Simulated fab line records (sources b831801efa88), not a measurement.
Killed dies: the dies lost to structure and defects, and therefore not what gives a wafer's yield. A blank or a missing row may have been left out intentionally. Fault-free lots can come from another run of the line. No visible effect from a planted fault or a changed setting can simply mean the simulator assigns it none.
Comparing a struck lot with a sound one -- flow sky130 -- 17 out of 708 route steps
Sound: wafers L254.2, L254.3, L254.4. Wafers struck: L261.1, L261.3, L261.4. The cause is given at the end.
Order at every step that has rows: each side's tool, ch and its chambers, its first start. Under that, the readings that differ: sound wafers -- struck wafers -- difference of the means -- sigmas: that difference in standard deviations of wafers without a fault.
alike: same words and numbers on both sides, and readings whose means sit less than 2 such deviations apart. not compared: any withheld reading, any reading some wafer has no value for, any bound like >300 that may hide the same value, and any number with overlapping values for which the record gives no deviation.
The two part at a step that has a row with sigmas, a row that says differs or no value, or rows on one side only. When numbers do not overlap yet have no deviation, they are printed without sigmas and do not part them. A reading missing from all wafers of one side parts the sides only when that side holds two or more wafers.

first, 1 step without rows for these wafers: SKY_LDD_HVP_IMPLANT_08.
SKY_LDD_HVP_STRIP_09: strips in O2/N2.
  sound on plasma-asher-04 ch 0,1, day 22 04:57; struck on plasma-asher-03 ch 0,1, day 24 23:25
  alike: drypump-motor-current-A, oes-product-au, strip-time-to-endpoint-s
  not compared: rf-hours-counter-h
SKY_LDD_HVP_TW_MEAS_10:
  struck on film-metro-02, day 24 23:31; sound on film-metro-01, day 22 05:04
  alike: LDD_HVP_TW
then, 7 steps without rows for these wafers: SKY_LDD_LDN_DEHYDRATE_00 (time 60 s); SKY_LDD_LDN_HMDS_01 (prime time 60 s); SKY_LDD_LDN_COAT_02 (resist thk 1140 nm); SKY_LDD_LDN_SOFTBAKE_03 (time 60 s); SKY_LDD_LDN_EXPOSE_04 (exposes mask LDNTM, target cd 700 nm); SKY_LDD_LDN_PEB_05; SKY_LDD_LDN_DEVELOP_06 (develop time 60 s).
SKY_LDD_LDN_OVL_MEAS_07:
  struck on overlay-01, day 26 05:55; sound on overlay-01, day 23 12:17
reading,sound,struck,difference,sigmas
LDD_LDN_OVL (nm),-1.6 -2.9 -1.8,2.7 1.3 0.9,+3.7,+2
following that, these wafers have no rows for 1 step: SKY_LDD_LDN_IMPLANT_08.
SKY_LDD_LDN_IMPLANT_09:
  sound on implanter-01 ch 0, day 23 12:40; struck on implanter-01, day 26 06:06
  no value came back on the struck wafers for beam-energy-keV, beam-on-s (s); on the sound wafers beam-energy-keV reads 14.996 14.997 14.998
then, 2 steps without rows for these wafers: SKY_LDD_LDN_IMPLANT_10; SKY_LDD_LDN_IMPLANT_11.
SKY_LDD_LDN_STRIP_12: strips in O2/N2.
  sound on plasma-asher-01 ch 0,1, day 23 13:31; struck on plasma-asher-03 ch 0,1, day 26 06:33
reading,sound,struck,difference,sigmas
strip-time-to-endpoint-s (s),14.06 14.06 14.05,14.17 14.20 14.17,+0.12,+3
  alike: drypump-motor-current-A, oes-product-au
  not compared: rf-hours-counter-h
SKY_LDD_LDN_TW_MEAS_13:
  struck on film-metro-04, day 26 06:53; sound on film-metro-04, day 23 13:38
reading,sound,struck,difference,sigmas
LDD_LDN_TW,1464 1463 1465,1344 1333 1338,-126,-13
  not compared: hold

== WHERE THEY PART ==
At SKY_LDD_LDN_OVL_MEAS_07 first; at SKY_LDD_LDN_TW_MEAS_13 last (within this record only).

WHY: whatever the simulator had introduced
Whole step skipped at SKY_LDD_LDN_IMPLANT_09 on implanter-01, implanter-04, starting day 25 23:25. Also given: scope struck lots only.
